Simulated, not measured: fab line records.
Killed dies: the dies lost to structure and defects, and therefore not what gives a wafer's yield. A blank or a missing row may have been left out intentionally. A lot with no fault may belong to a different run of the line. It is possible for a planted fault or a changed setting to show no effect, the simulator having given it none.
The tool behind it: which one? | flow gf180mcu | 36 wafers from 12 lots sampled at 6 of the route's 602 steps

WHAT THE GAUGES READ, wafer by wafer
GF_M2_RS_MEAS_05: the measuring method here is four-point-probe. Usual: M2_ALCU_RS 0.0696 ohm/sq, standard deviation 0.00076.
lot  | measured     | on            | M2_ALCU_RS (ohm/sq)  | flag
L591 | day 18 19:44 | film-metro-02 | 0.0702 0.0694 0.0702 |
L593 | day 19 20:47 | film-metro-02 | 0.0693 0.0695 0.0697 |
L594 | day 20 09:38 | film-metro-03 | 0.0701 0.0712 0.0704 |
L596 | day 20 18:13 | film-metro-02 | 0.0697 0.0695 0.0696 |
L597 | day 21 08:53 | film-metro-02 | 0.0696 0.0689 0.0696 |
L599 | day 21 21:53 | film-metro-02 | 0.0708 0.0701 0.0706 |
L600 | day 22 08:04 | film-metro-02 | 0.0713 0.0703 0.0710 |
L601 | day 22 13:32 | film-metro-03 | 0.0685 0.0684 0.0681 |
L609 | day 25 07:37 | film-metro-02 | 0.0697 0.0693 0.0697 |
L610 | day 25 10:24 | film-metro-02 | 0.0691 0.0696 0.0698 |
L611 | day 26 01:50 | film-metro-02 | 0.0702 0.0701 0.0703 |
L612 | day 26 13:36 | film-metro-02 | 0.0701 0.0699 0.0692 |

GF_V2_THK_MEAS_03. Usual: V2_CVD_02_THK 849 nm, standard deviation 10.
lot  | measured     | on            | V2_CVD_02_THK (nm) | flag
L591 | day 19 20:58 | film-metro-04 | 867 853 846        |
L593 | day 20 21:22 | film-metro-03 | 829 820 846        |
L594 | day 21 10:31 | film-metro-03 | 843 835 848        |
L596 | day 21 18:32 | film-metro-03 | 846 830 841        |
L597 | day 22 09:27 | film-metro-04 | 841 847 836        |
L599 | day 22 21:51 | film-metro-03 | 838 838 856        |
L600 | day 23 07:58 | film-metro-04 | 845 866 855        |
L601 | day 23 13:39 | film-metro-03 | 826 838 847        |
L609 | day 26 05:47 | film-metro-04 | 837 846 850        |
L610 | day 26 06:59 | film-metro-04 | 841 850 853        |
L611 | day 26 23:31 | film-metro-04 | 831 837 857        |
L612 | day 27 10:42 | film-metro-03 | 848 846 858        |

GF_V2_RS_MEAS_24: the measuring method here is four-point-probe. Usual: V2_W_RS 0.327 ohm/sq, standard deviation 0.0031.
lot  | measured     | on            | V2_W_RS (ohm/sq)  | flag
L591 | day 20 22:18 | film-metro-04 | 0.334 0.332 0.333 |
L593 | day 21 22:05 | film-metro-03 | 0.324 0.327 0.329 |
L594 | day 22 11:43 | film-metro-04 | 0.327 0.328 0.327 |
L596 | day 22 19:26 | film-metro-03 | 0.323 0.325 0.325 |
L597 | day 23 09:52 | film-metro-03 | 0.329 0.327 0.326 |
L599 | day 23 21:27 | film-metro-04 | 0.351 0.351 0.350 | OFF
L600 | day 24 07:32 | film-metro-04 | 0.348 0.350 0.347 | OFF
L601 | day 24 12:58 | film-metro-03 | 0.325 0.325 0.327 |
L609 | day 27 03:00 | film-metro-04 | 0.329 0.324 0.329 |
L610 | day 27 04:58 | film-metro-03 | 0.322 0.325 0.323 |
L611 | day 27 20:53 | film-metro-04 | 0.323 0.325 0.326 |
L612 | day 28 08:07 | film-metro-03 | 0.330 0.331 0.329 |

GF_V2_THK_MEAS_25: measures by xrf. Usual: V2_W_THK 353 nm, standard deviation 4.
lot  | measured     | on            | V2_W_THK (nm) | flag
L591 | day 20 22:23 | film-metro-04 | 349 352 350   |
L593 | day 21 22:13 | film-metro-03 | 357 355 353   |
L594 | day 22 11:50 | film-metro-04 | 356 353 354   |
L596 | day 22 19:33 | film-metro-03 | 358 356 356   |
L597 | day 23 09:59 | film-metro-03 | 351 350 354   |
L599 | day 23 21:34 | film-metro-04 | 328 327 330   | OFF
L600 | day 24 07:39 | film-metro-04 | 334 328 333   | OFF
L601 | day 24 13:05 | film-metro-03 | 357 357 355   |
L609 | day 27 03:07 | film-metro-04 | 346 348 346   |
L610 | day 27 05:05 | film-metro-03 | 359 355 359   |
L611 | day 27 21:00 | film-metro-04 | 351 351 349   |
L612 | day 28 08:14 | film-metro-03 | 349 350 350   |

EACH LOT AND THE TOOL THAT RAN IT (in order: tool; ch and the chambers of the sampled wafers; start)
lot  | GF_V2_CVD_02                    | GF_V2_CVD_23
L591 | pecvd-03 ch 0,1,2, day 19 20:55 | cvd-w-01 ch 0,1, day 20 22:10
L593 | pecvd-03 ch 0,2, day 20 21:18   | cvd-w-02 ch 0,1, day 21 21:59
L594 | pecvd-02 ch 0,1,2, day 21 10:26 | cvd-w-01 ch 0,1, day 22 11:36
L596 | pecvd-03 ch 0,1, day 21 18:28   | cvd-w-01 ch 0,1, day 22 19:18
L597 | pecvd-02 ch 0,1,2, day 22 09:23 | cvd-w-02 ch 0,1, day 23 09:46
L599 | pecvd-02 ch 0,2, day 22 21:46   | cvd-w-02 ch 0,1, day 23 21:19
L600 | pecvd-01 ch 1,2, day 23 07:53   | cvd-w-02 ch 0,1, day 24 07:24
L601 | pecvd-03 ch 0,2, day 23 13:35   | cvd-w-01 ch 0,1, day 24 12:49
L609 | pecvd-03 ch 0,1, day 26 05:42   | cvd-w-01 ch 0,1, day 27 02:52
L610 | pecvd-01 ch 1,2, day 26 06:52   | cvd-w-02 ch 0,1, day 27 04:52
L611 | pecvd-03 ch 0,2, day 26 23:17   | cvd-w-02 ch 0,1, day 27 20:46
L612 | pecvd-03 ch 0,1,2, day 27 10:34 | cvd-w-02 ch 0,1, day 28 08:01
- GF_V2_CVD_02: deposits SiO2 from TEOS, target thk 850 nm, time 94.851 s.
- GF_V2_CVD_23: deposits W, target thk 350 nm, time 104.94 s.

AS READ BY THE TOOLS THEMSELVES (means over the sampled wafers that have a number; for cases with no such wafer, the mark the record gives instead)
GF_V2_CVD_02. Usual: heater-power-w 682 W, standard deviation 95; susceptor-temp-C 400.03 C, standard deviation 0.21.
lot  | tool     | heater-power-w (W) | susceptor-temp-C (C) | flag
L591 | pecvd-03 | 656                | 400.10               |
L593 | pecvd-03 | 599                | 399.98               |
L594 | pecvd-02 | 765                | 399.83               |
L596 | pecvd-03 | 682                | 400.17               |
L597 | pecvd-02 | 733                | 399.95               |
L599 | pecvd-02 | 673                | 400.05               |
L600 | pecvd-01 | 641                | 400.00               |
L601 | pecvd-03 | 589                | 400.13               |
L609 | pecvd-03 | 661                | 400.03               |
L610 | pecvd-01 | 584                | 400.23               |
L611 | pecvd-03 | 629                | 399.97               |
L612 | pecvd-03 | 623                | 400.32               |

GF_V2_CVD_23. Usual: heater-power-w 921 W, standard deviation 72; susceptor-temp-C 399.99 C, standard deviation 0.21.
lot  | tool     | heater-power-w (W) | susceptor-temp-C (C) | flag
L591 | cvd-w-01 | 887                | 399.99               |
L593 | cvd-w-02 | 927                | 399.81               |
L594 | cvd-w-01 | 950                | 399.91               |
L596 | cvd-w-01 | 951                | 399.84               |
L597 | cvd-w-02 | 904                | 400.18               |
L599 | cvd-w-02 | 930                | 396.69               | OFF
L600 | cvd-w-02 | 917                | 396.80               | OFF
L601 | cvd-w-01 | 947                | 400.12               |
L609 | cvd-w-01 | 898                | 400.06               |
L610 | cvd-w-02 | 909                | 399.96               |
L611 | cvd-w-02 | 935                | 400.13               |
L612 | cvd-w-02 | 902                | 399.76               |

THE ANSWER, worked out from the rows above alone
Rule: a lot counts as off when the mean over its wafers that have a number is more than 3 standard deviations away from the usual mean. A lot without any number at a reading at which 4 lots or more have one is off too. Where the step has rows for the other lots, those lots are counted as sound. Order of review: gauges by route order, followed by the tools' own readings, for which a lot's mean as printed above is used. The first step at which some lot is off is used, and at that step the reading that is off furthest; a lot without a number counts as furthest.
Off: L599, L600, seen at GF_V2_RS_MEAS_24 (V2_W_RS).
If a tool, at a process step before that reading, ran all the lots that are off and no sound lot after the first of them, it fits. The gauges at GF_V2_RS_MEAS_24 aren't tried: what is off there is off at GF_V2_CVD_23 too, on other tools, and a gauge's error can't cause that. No candidate that was tried fits.

WHAT HAD BEEN PUT IN BY THE SIMULATOR
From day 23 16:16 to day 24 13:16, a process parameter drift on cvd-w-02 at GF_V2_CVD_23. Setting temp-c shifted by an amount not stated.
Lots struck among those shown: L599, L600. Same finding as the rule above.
